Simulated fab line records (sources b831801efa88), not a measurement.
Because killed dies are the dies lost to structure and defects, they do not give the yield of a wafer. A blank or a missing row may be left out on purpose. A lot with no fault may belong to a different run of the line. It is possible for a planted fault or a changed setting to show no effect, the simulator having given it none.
A single fault, viewed from 2 desks + flow gf180mcu + numbers are kept per desk, each desk with only its own; the story behind them comes last

TOOL OWNER'S DESK, pvdSputter-01
The tool's own readings at GF_MIM_SPUTTER_07 (material TiN, target thk 60 nm, time 50 s): means of the sampled wafers that have a number, for each lot that ran on this tool. Marked OUT: a lot whose mean sits more than 4 standard deviations from the usual mean, which makes it out of limits; the brackets give that distance.
Columns: A = throttleValvePct at GF_MIM_SPUTTER_07, usual 29.6 %
| lot  | first seen here | A    |
|------|-----------------|------|
| L358 | day 25 05:26    | 29.2 |
| L365 | day 28 09:47    | 29.6 |
| L366 | day 28 10:52    | 29.7 |
Result from this desk: across the 3 lots, nothing is out of limits.

METROLOGY DESK
Means of the sampled wafers that have a number, per lot and without regard to the tool the lot ran on: this is what the gauges read. Marked OUT: a lot whose mean sits more than 4 standard deviations from the usual mean, which makes it out of limits; the brackets give that distance.
Columns: A = V5_CVD_02_THK at GF_V5_THK_MEAS_03, usual 1447 nm
| lot  | first seen here | A    |
|------|-----------------|------|
| L356 | day 26 07:17    | 1459 |
| L358 | day 27 01:01    | 1443 |
| L360 | day 27 23:58    | 1439 |
| L365 | day 30 02:04    | 1438 |
| L366 | day 30 02:11    | 1433 |
| L369 | day 30 20:43    | 1433 |
| L371 | day 31 02:49    | 1457 |
| L370 | day 31 02:58    | 1469 |
| L372 | day 31 12:04    | 1447 |
| L373 | day 31 17:53    | 1461 |
| L375 | day 32 01:49    | 1443 |
| L377 | day 32 13:35    | 1432 |
| L378 | day 32 22:19    | 1443 |
Result from this desk: across the 13 lots, nothing is out of limits.

BROUGHT TOGETHER
Nothing out of limits was seen by the tool owner's desk.
At the metrology desk, nothing out of limits was observed.

WHAT THE SIMULATOR HAD INSERTED
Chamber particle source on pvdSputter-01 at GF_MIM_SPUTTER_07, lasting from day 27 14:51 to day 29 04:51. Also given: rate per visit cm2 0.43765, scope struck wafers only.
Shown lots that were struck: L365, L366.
